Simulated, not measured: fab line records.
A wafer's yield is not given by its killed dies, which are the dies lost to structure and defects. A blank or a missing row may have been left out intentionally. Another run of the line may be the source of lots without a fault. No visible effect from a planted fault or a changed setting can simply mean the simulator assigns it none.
Comparing a struck lot with a sound one	flow gf180mcu	23 out of 602 route steps
Sound: wafers L507.1, L507.2, L507.6. Struck: wafer L506.4. (L506.1, L506.3 of the same lot were not struck and are left out.) The cause comes at the end.
For every step that has rows: the tool of each side, followed by ch and its chambers, followed by its first start. Under that, the readings that differ: sound wafers	struck wafers	difference of the means	sigmas: that difference in standard deviations of wafers without a fault.
alike: readings whose means differ by less than 2 such deviations, and words and numbers that are the same on both sides. not compared: withheld readings, readings that some wafer has no value for, bounds like >300 that may hide the same value, and numbers for which the record gives no deviation and whose values overlap.
A row with sigmas, a row that says differs or no value, or rows on one side alone: a step with any of these is where the two part. Numbers that don't overlap but have no deviation are shown without sigmas and don't part them. A reading missing from all wafers of one side parts the sides only when that side holds two or more wafers.

first, 2 steps without rows for these wafers: GF_HV_LDD_PEB_29; GF_HV_LDD_DEVELOP_30 (develop time 60 s).
GF_HV_LDD_CD_MEAS_31: target cd 400 nm.
  sound on cd_sem-01, day 18 23:37; struck on cd_sem-02, day 18 15:18
  alike: cd_nm
GF_HV_LDD_OVL_MEAS_32:
  sound on overlay-01, day 18 23:44; struck on overlay-02, day 18 15:25
  alike: HV_LDD_02_OVL
then, 4 steps without rows for these wafers: GF_HV_LDD_IMPLANT_33; GF_HV_LDD_IMPLANT_34; GF_HV_LDD_IMPLANT_35; GF_HV_LDD_IMPLANT_36.
GF_HV_LDD_STRIP_37: strips in O2/N2.
  sound on plasma_asher-02 ch 0,1, day 19 00:23; struck on plasma_asher-01 ch 1, day 18 20:41
  alike: drypump_motor_current_A, heater_power_w, o2_flow_sccm, oes_product_au, platen_temp_c, strip_time_to_endpoint_s
  not compared: rf_hours_counter_h
GF_HV_LDD_TW_MEAS_38:
  sound on film_metro-02, day 19 00:29; struck on film_metro-03, day 18 20:47
reading	sound	struck	difference	sigmas
HV_LDD_3_TW	1455 1460 1448	1415	-39	-2
then, 2 steps without rows for these wafers: GF_HV_LDD_DEHYDRATE_39 (time 60 s); GF_HV_LDD_HMDS_40 (prime time 60 s).
GF_HV_LDD_COAT_41: resist thk 1000 nm.
  sound on litho_track-03 ch 0, day 19 12:24; struck on litho_track-01 ch 0, day 19 08:50
reading	sound	struck	difference	sigmas
model.NOVOLAK_of_HV_LDD_COAT_41.thk_nm (nm)	1004 1003 1001	234.8	-767.9	
  alike: chill_plate_temp_C
then, 3 steps without rows for these wafers: GF_HV_LDD_SOFTBAKE_42 (time 60 s); GF_HV_LDD_EXPOSE_43 (exposes mask Pplus HV AREA, target cd 400 nm); GF_HV_LDD_PEB_44.
GF_HV_LDD_DEVELOP_45: develop time 60 s.
  sound on litho_track-04 ch 0, day 20 00:19; struck on litho_track-01 ch 0, day 19 20:38
reading	sound	struck	difference	sigmas
model.NOVOLAK_of_HV_LDD_COAT_41.thk_nm (nm)	1004 1003 1001	234.4	-768.3	
  alike: chill_plate_temp_C
GF_HV_LDD_CD_MEAS_46: target cd 400 nm.
  sound on cd_sem-01, day 20 00:28; struck on cd_sem-01, day 19 20:47
reading	sound	struck	difference	sigmas
cd_nm (nm)	395.8 399.8 396.6	538.7	+141.3	+57
GF_HV_LDD_OVL_MEAS_47:
  sound on overlay-02, day 20 00:35; struck on overlay-02, day 19 20:55
reading	sound	struck	difference	sigmas
HV_LDD_03_OVL (nm)	0.9 3.0 0.7	-2.4	-3.9	-3
then, 1 step without rows for these wafers: GF_HV_LDD_IMPLANT_48.
GF_HV_LDD_STRIP_49: strips in O2/N2.
  sound on plasma_asher-01 ch 0,1, day 20 00:46; struck on plasma_asher-04 ch 0, day 19 21:05
reading	sound	struck	difference	sigmas
o2_flow_sccm (sccm)	2980 2994 2994	3018	+29	+3
oes_product_au (a.u.)	0.719 0.709 0.711	0.371	-0.342	-71
strip_time_to_endpoint_s (s)	12.68 12.65 12.63	3.29	-9.36	-99 or more
  alike: drypump_motor_current_A, heater_power_w, platen_temp_c
  not compared: rf_hours_counter_h
GF_HV_LDD_TW_MEAS_50:
  sound on film_metro-02, day 20 00:52; struck on film_metro-03, day 19 21:11
  alike: HV_LDD_4_TW
then, 1 step without rows for these wafers: GF_PASSIVATION_PROBE_99.

WHERE THEY PART
First at GF_HV_LDD_TW_MEAS_38; last, within this record, at GF_HV_LDD_STRIP_49. Later steps at which nothing parts them and some readings are alike: GF_HV_LDD_TW_MEAS_50.

WHY: the cause the simulator had injected
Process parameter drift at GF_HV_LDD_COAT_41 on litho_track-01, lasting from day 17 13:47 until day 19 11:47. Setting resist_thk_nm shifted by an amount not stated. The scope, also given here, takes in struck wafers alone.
